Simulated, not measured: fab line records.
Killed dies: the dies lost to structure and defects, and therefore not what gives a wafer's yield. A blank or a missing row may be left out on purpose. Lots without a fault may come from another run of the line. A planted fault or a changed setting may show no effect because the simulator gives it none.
The tool behind it: which one? ; flow gf180mcu ; 30 wafers from 10 lots sampled at 5 of the route's 602 steps

WHAT EACH GAUGE READ, for each wafer
GF_M3_RS_MEAS_05: measures by four-point-probe. Usual: for M3_ALCU_RS the level is 0.0695 ohm/sq and the standard deviation is 0.00092.
lot;measured;on;M3_ALCU_RS (ohm/sq);flag
L438;day 20 09:42;filmMetro-03;0.0703 0.0697 0.0699;
L439;day 21 03:20;filmMetro-01;0.0714 0.0711 0.0710;
L440;day 21 04:56;filmMetro-02;0.0692 0.0688 0.0695;
L442;day 21 23:14;filmMetro-03;0.0703 0.0704 0.0700;
L441;day 22 01:18;filmMetro-03;0.0707 0.0715 0.0713;
L449;day 24 11:50;filmMetro-02;0.0687 0.0700 0.0698;
L450;day 24 14:27;filmMetro-02;0.0683 0.0687 0.0678;
L458;day 26 23:39;filmMetro-01;0.0682 0.0693 0.0684;
L459;day 27 06:46;filmMetro-02;0.0695 0.0700 0.0698;
L461;day 28 01:16;filmMetro-03;0.0688 0.0687 0.0679;

GF_V3_RS_MEAS_24: measures by four-point-probe. Usual: for V3_W_RS the level is 0.327 ohm/sq and the standard deviation is 0.0041.
lot;measured;on;V3_W_RS (ohm/sq);flag
L438;day 22 10:58;filmMetro-01;0.332 0.327 0.326;
L439;day 23 04:06;filmMetro-01;0.333 0.337 0.333;
L440;day 23 05:34;filmMetro-02;0.326 0.325 0.327;
L442;day 23 23:01;filmMetro-02;0.325 0.328 0.333;
L441;day 24 00:25;filmMetro-04;0.333 0.333 0.329;
L449;day 26 09:30;filmMetro-04;0.193 0.197 0.197;OFF
L450;day 26 11:45;filmMetro-01;0.194 0.193 0.193;OFF
L458;day 28 18:03;filmMetro-04;0.325 0.322 0.326;
L459;day 29 01:05;filmMetro-04;0.326 0.322 0.323;
L461;day 29 18:14;filmMetro-04;0.325 0.330 0.327;

GF_V3_THK_MEAS_25: measures by xrf. Usual: for V3_W_THK the level is 349 nm and the standard deviation is 5.5.
lot;measured;on;V3_W_THK (nm);flag
L438;day 22 11:04;filmMetro-01;348 355 358;
L439;day 23 04:12;filmMetro-01;343 340 344;
L440;day 23 05:41;filmMetro-02;348 351 349;
L442;day 23 23:08;filmMetro-02;349 346 344;
L441;day 24 00:32;filmMetro-04;340 338 340;
L449;day 26 09:37;filmMetro-04;- 561 567;OFF
L450;day 26 11:52;filmMetro-01;- - -;OFF
L458;day 28 18:10;filmMetro-04;350 352 347;
L459;day 29 01:11;filmMetro-04;347 351 349;
L461;day 29 18:22;filmMetro-04;348 343 346;

EACH LOT AND THE TOOL THAT RAN IT (in order: tool; ch and the chambers of the sampled wafers; start)
lot;GF_M3_METAL_ETCH_16;GF_V3_CVD_23
L438;rieMetal-03 ch 1, day 21 09:17;cvdW-02 ch 0,1, day 22 10:50
L439;rieMetal-01 ch 0,1, day 22 02:58;cvdW-02 ch 0,1, day 23 03:59
L440;rieMetal-03 ch 0,1, day 22 04:13;cvdW-01 ch 0,1, day 23 05:26
L442;rieMetal-01 ch 0,1, day 22 22:34;cvdW-01 ch 0,1, day 23 22:53
L441;rieMetal-03 ch 0,1, day 23 00:17;cvdW-02 ch 0,1, day 24 00:19
L449;rieMetal-01 ch 1, day 25 09:43;cvdW-01 ch 0,1, day 26 09:23
L450;rieMetal-02 ch 0,1, day 25 12:49;cvdW-01 ch 0,1, day 26 11:38
L458;rieMetal-02 ch 0,1, day 27 20:25;cvdW-02 ch 0,1, day 28 17:56
L459;rieMetal-03 ch 0,1, day 28 03:16;cvdW-02 ch 0,1, day 29 00:59
L461;rieMetal-02 ch 0,1, day 28 20:37;cvdW-02 ch 0,1, day 29 18:07
- GF_M3_METAL_ETCH_16: etches the open film in Cl2/BCl3, stops on SiO2, target depth 627.5 nm, time 104.6 s.
- GF_V3_CVD_23: deposits W, target thk 350 nm, time 104.9 s.

AS READ BY THE TOOLS THEMSELVES (means over the sampled wafers that have a number; for cases with no such wafer, the mark the record gives instead)
GF_M3_METAL_ETCH_16. Usual: drypumpMotorCurrentA 5.84 A, standard deviation 0.28; oesProductAu 0.972 a.u., standard deviation 0.0069; throttleValvePct 28.250 %, standard deviation 0.011.
lot;tool;drypumpMotorCurrentA (A);oesProductAu (a.u.);throttleValvePct (%);flag
L438;rieMetal-03;6.03;0.968;28.253;
L439;rieMetal-01;5.85;0.969;28.266;
L440;rieMetal-03;6.08;0.969;28.246;
L442;rieMetal-01;5.86;0.969;28.241;
L441;rieMetal-03;6.10;0.962;28.265;
L449;rieMetal-01;5.87;0.976;28.254;
L450;rieMetal-02;5.58;0.977;28.242;
L458;rieMetal-02;5.58;0.977;28.234;
L459;rieMetal-03;6.07;0.970;28.254;
L461;rieMetal-02;5.43;0.979;28.240;

GF_V3_CVD_23. Usual: chamberPressureTorr 40.01 Torr, standard deviation 0.091; heaterPowerW 863 W, standard deviation 160; susceptorTempC 400.00 C, standard deviation 0.24.
lot;tool;chamberPressureTorr (Torr);heaterPowerW (W);susceptorTempC (C);flag
L438;cvdW-02;39.99;1029;400.01;
L439;cvdW-02;40.04;1012;400.03;
L440;cvdW-01;40.00;716;400.32;
L442;cvdW-01;39.92;719;399.98;
L441;cvdW-02;39.97;1045;399.99;
L449;cvdW-01;39.92;874;429.87;OFF
L450;cvdW-01;40.02;867;429.81;OFF
L458;cvdW-02;40.12;1043;399.92;
L459;cvdW-02;39.99;1056;400.08;
L461;cvdW-02;40.00;1050;399.89;

THE ANSWER, worked out from the rows above alone
Rule: a lot counts as off when the mean over its wafers that have a number is more than 3 standard deviations away from the usual mean. Also off: a lot with no number at a reading for which 4 or more lots have one. All remaining lots with rows at the step are treated as sound. First the gauges in route order, then the tools' own readings, where a lot's mean is used as printed above. The first step at which some lot is off is used, and at that step the reading that is off furthest; a lot without a number counts as furthest.
Off: at GF_V3_RS_MEAS_24 (V3_W_RS), L449, L450.
A tool fits if, at a process step before that reading, it ran every lot that is off, and no sound lot after the first of them. The gauges at GF_V3_RS_MEAS_24 aren't tried: what is off there is off at GF_V3_CVD_23 too, on other tools, and a gauge's error can't cause that. One fits: GF_V3_CVD_23 on cvdW-01. A fault onset in the window from L442 (day 23 22:53, its last sound lot) to L449 (day 26 09:23, its first lot off) fits.
The tool's own readings at GF_V3_CVD_23 bear it out: on the lots that are off they differ by more than 5 times the standard deviation of the sound lots' means. susceptorTempC reads 429.84 C there against 400.03 C on the sound lots.

WHAT WAS PUT IN BY THE SIMULATOR
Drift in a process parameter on cvdW-01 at GF_V3_CVD_23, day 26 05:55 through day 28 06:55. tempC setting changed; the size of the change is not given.
Struck lots among those shown: L449, L450. This agrees with what the rule above found.
